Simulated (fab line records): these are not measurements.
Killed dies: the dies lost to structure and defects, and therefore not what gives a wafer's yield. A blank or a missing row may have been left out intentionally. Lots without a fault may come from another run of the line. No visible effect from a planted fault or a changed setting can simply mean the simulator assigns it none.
Comparing a struck lot with a sound one + flow sky130 + 22 steps out of a route of 708
Sound: the wafers L836.1, L836.5, L836.6. The struck wafers were L856.1, L856.3, L856.6. The cause is given at the end.
Order at every step that has rows: each side's tool, ch and its chambers, its first start. Under that, the readings that differ: sound wafers + struck wafers + difference of the means + sigmas: that difference in standard deviations of wafers without a fault.
alike: readings with means less than 2 such deviations apart, plus words and numbers identical on both sides. not compared: withheld readings, readings lacking a value on some wafer, bounds such as >300 that could conceal the same value, and numbers that have no deviation in the record and whose values overlap.
The two part at a step that has a row with sigmas, a row that says differs or no value, or rows on one side only. Non-overlapping numbers with no deviation appear without sigmas and do not part them. Lack of a reading on every wafer of one side parts them only where that side has two or more wafers.

SKY_METAL1_STRIP_20: strips in O2/N2.
  sound on plasmaAsher-03 ch 0,1, day 33 07:48; struck on plasmaAsher-01 ch 0,1, day 39 17:21
  alike: drypumpMotorCurrentA, o2FlowSccm, oesProductAu, stripTimeToEndpointS
  not compared: rfHoursCounterH
then, 4 steps without rows for these wafers: SKY_METAL1_STRIP_21 (strips in post etch residue remover, time 1200 s); SKY_METAL1_CLEAN_22 (cleans in IPA, time 180 s); SKY_METAL1_CLEAN_23 (cleans in O3/DIW); SKY_VIA1_HDPCVD_00 (deposits SiO2, target thk 1030 nm, time 171.7 s).
SKY_VIA1_THK_MEAS_01:
  sound on filmMetro-03 at day 33 08:32; struck on filmMetro-03 at day 39 18:05
  alike: VIA1_HDPCVD_THK
SKY_VIA1_CMP_02: polishes SiO2.
  sound on cmp-01 ch 0,1,3, day 33 08:42; struck on cmp-02 ch 1,2, day 39 18:08
  alike: motorCurrentA
SKY_VIA1_BOW_MEAS_03:
  sound on filmMetro-03 at day 33 08:54; struck on filmMetro-01 at day 39 18:26
  alike: VIA1_BOW
then, 4 steps without rows for these wafers: SKY_VIA1_DEHYDRATE_04 (time 60 s); SKY_VIA1_HMDS_05 (prime time 60 s); SKY_VIA1_COAT_06 (resist thk 60 nm); SKY_VIA1_COAT_07 (resist thk 450 nm).
SKY_VIA1_SOFTBAKE_08: time 90 s.
  sound on lithoTrack-03 ch 0, day 33 21:00; struck on lithoTrack-03 ch 0, day 40 07:00
| reading               | sound               | struck            | difference | sigmas |
|-----------------------|---------------------|-------------------|------------|--------|
| heaterPowerTotalW (W) | 57.52 57.47 57.51   | 53.49 53.53 53.39 | -4.03      | -34    |
| plateTempC (C)        | 100.20 99.85 100.20 | 95.13 95.10 95.18 | -4.95      | -41    |
  alike: resistLineTempC
then, 2 steps without rows for these wafers: SKY_VIA1_EXPOSE_09 (exposes mask VIM, target cd 150 nm); SKY_VIA1_PEB_10.
SKY_VIA1_DEVELOP_11: develop time 60 s.
  sound on lithoTrack-01 ch 0; struck on lithoTrack-03 ch 0
| reading                                    | sound             | struck            | difference | sigmas |
|--------------------------------------------|-------------------|-------------------|------------|--------|
| model.KrF-thick_of_VIA1_COAT_07.thkNm (nm) | 436.5 437.6 437.4 | 440.4 441.7 441.5 | +4.0       |        |
  alike: resistLineTempC
SKY_VIA1_CD_MEAS_12: target cd 150 nm.
  sound on cdSem-01 at day 34 10:43; struck on cdSem-02 at day 40 19:01
  alike: cdNm
SKY_VIA1_OVL_MEAS_13:
  sound on overlay-01 at day 34 10:50; struck on overlay-02 at day 40 19:08
  alike: VIA1_OVL
SKY_VIA1_ETCH_14: etches BARC in N2/H2, stops on SiO2, time 45.9 s, target depth 60 nm.
  sound on rieDiel-04 ch 0,2,3, day 34 10:52; struck on rieDiel-04 ch 1,3, day 40 19:10
  alike: drypumpMotorCurrentA, oesProductAu, rfFwdPowerW, throttleValvePct
  not compared: rfHoursCounterH
SKY_VIA1_ETCH_15: etches SiO2 in C4F8/O2/Ar, stops on TiN, target depth 351 nm, time 54 s.
  sound on rieDiel-04 ch 0,2,3, day 34 10:55; struck on rieDiel-04 ch 1,3, day 40 19:13
| reading                                    | sound             | struck            | difference | sigmas |
|--------------------------------------------|-------------------|-------------------|------------|--------|
| model.KrF-thick_of_VIA1_COAT_07.thkNm (nm) | 322.7 323.1 322.2 | 326.3 326.5 326.3 | +3.7       |        |
  alike: oesProductAu, rfFwdPowerW
  not compared: rfHoursCounterH
SKY_VIA1_STRIP_16: strips in O2/N2.
  sound on plasmaAsher-01 ch 0,1, day 34 10:57; struck on plasmaAsher-03 ch 0,1, day 40 19:15
| reading                  | sound             | struck            | difference | sigmas |
|--------------------------|-------------------|-------------------|------------|--------|
| stripTimeToEndpointS (s) | 4.465 4.456 4.460 | 4.490 4.507 4.499 | +0.038     | +2     |
  alike: drypumpMotorCurrentA, o2FlowSccm, oesProductAu
  not compared: rfHoursCounterH
-- the record jumps here: 10 days lie between the struck wafers' starts before and after (it left off in module VIA1 and takes up again in module PAD_OPEN, whose first step shown is number 708 of the route) --
SKY_PAD_OPEN_PROBE_99:
  sound on prober-01 at day 46 06:29; struck on prober-02 at day 50 22:02
  alike: defectLimitedYield, killed_at_M0_to_M3, killed_at_M4_up, killedAtContacts, killedAtFrontEnd, killedAtOther, killedDies, killedOpen, killedShort, sort_bin_3_pad_short, sort_bin_5_function, sort_bin_6_memory, sortNPass, sortYieldPct

## WHERE THEY PART
Last at SKY_VIA1_STRIP_16 as far as this record goes, first at SKY_VIA1_SOFTBAKE_08. Later steps at which nothing parts them and some readings are alike: SKY_PAD_OPEN_PROBE_99.

WHY: whatever the simulator had introduced
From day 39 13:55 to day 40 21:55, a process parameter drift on lithoTrack-03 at SKY_VIA1_SOFTBAKE_08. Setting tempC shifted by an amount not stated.
